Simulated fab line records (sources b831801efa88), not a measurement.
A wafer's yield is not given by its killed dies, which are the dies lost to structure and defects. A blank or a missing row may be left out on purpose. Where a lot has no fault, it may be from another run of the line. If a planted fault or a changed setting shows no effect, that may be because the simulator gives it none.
Which tool is to blame? ; flow sky130 ; 11 lots, 33 wafers sampled, at 3 steps of a route of 708

## WHAT EACH GAUGE READ, for each wafer
SKY_NWELL_RS_MEAS_31: measures by four-point-probe.
lot;measured;on;PWDE_RS (ohm/sq)
L642;day 5 14:55;filmMetro-04;5273 5292 5250
L645;day 6 10:19;filmMetro-01;5270 5259 5280
L648;day 7 00:24;filmMetro-01;5282 5268 5292
L649;day 7 14:26;filmMetro-02;5258 5261 5252
L652;day 8 08:17;filmMetro-01;5264 5303 5291
L654;day 8 15:27;filmMetro-04;5292 5284 5296
L655;day 8 20:59;filmMetro-01;5257 5266 5260
L656;day 9 01:28;filmMetro-04;5301 5293 5317
L660;day 10 14:28;filmMetro-04;4488 4501 4506 4496 4517 4505
L663;day 10 21:51;filmMetro-01;4487 4474 4502 4491 4477 4504
L664;day 11 02:32;filmMetro-04;5286 5301 5303

## WHICH TOOL RAN EACH LOT (tool, then ch and the chambers of the sampled wafers, then the start)
lot;SKY_PWDE_IMPLANT_08;SKY_PWDE_STRIP_09
L642;implanter-03 ch 0, day 4 03:10;plasmaAsher-03 ch 0,1, day 4 03:19
L645;implanter-01 ch 0, day 4 20:04;plasmaAsher-01 ch 0,1, day 4 20:13
L648;implanter-01 ch 0, day 5 09:51;plasmaAsher-01 ch 0,1, day 5 10:00
L649;implanter-03 ch 0, day 5 23:00;plasmaAsher-03 ch 0,1, day 5 23:09
L652;implanter-01 ch 0, day 6 15:03;plasmaAsher-01 ch 0,1, day 6 15:12
L654;implanter-04 ch 0, day 6 22:33;plasmaAsher-03 ch 0,1, day 6 22:42
L655;implanter-01 ch 0, day 7 03:24;plasmaAsher-03 ch 0,1, day 7 03:32
L656;implanter-01 ch 0, day 7 07:50;plasmaAsher-03 ch 0,1, day 7 07:58
L660;implanter-01 ch 0, day 8 07:51;plasmaAsher-03 ch 0,1, day 8 08:00
L663;implanter-01 ch 0, day 9 00:06;plasmaAsher-03 ch 0,1, day 9 00:15
L664;implanter-03 ch 0, day 9 05:06;plasmaAsher-02 ch 0, day 9 05:15
- SKY_PWDE_IMPLANT_08
- SKY_PWDE_STRIP_09: strips in O2/N2.

## THE ANSWER, worked out from the rows above alone
Rule: usual is defined by the lots themselves. Put in order of their means at a reading, lots are off if they are a third of the lots or fewer, leave a main group of 4 or more, and stand apart from it by a gap of 3 or more times the standard deviation of the main group's means; of several such gaps the widest counts. The tables above print the reading to a certain number of digits; a main group whose means all agree to those digits is not used. A lot without any number at a reading at which 4 lots or more have one is off too. Where the step has rows for the other lots, those lots are counted as sound.
Off: at SKY_NWELL_RS_MEAS_31 (PWDE_RS), L660, L663. Main group: mean 5280 ohm/sq, sd 15.
If a tool, at a process step before that reading, ran all the lots that are off and no sound lot after the first of them, it fits. The gauges at SKY_NWELL_RS_MEAS_31 are tried like those tools. Undecided on this evidence; 2 tools fit (implanter-01 at SKY_PWDE_IMPLANT_08, plasmaAsher-03 at SKY_PWDE_STRIP_09).

## WHAT HAD BEEN PUT IN BY THE SIMULATOR
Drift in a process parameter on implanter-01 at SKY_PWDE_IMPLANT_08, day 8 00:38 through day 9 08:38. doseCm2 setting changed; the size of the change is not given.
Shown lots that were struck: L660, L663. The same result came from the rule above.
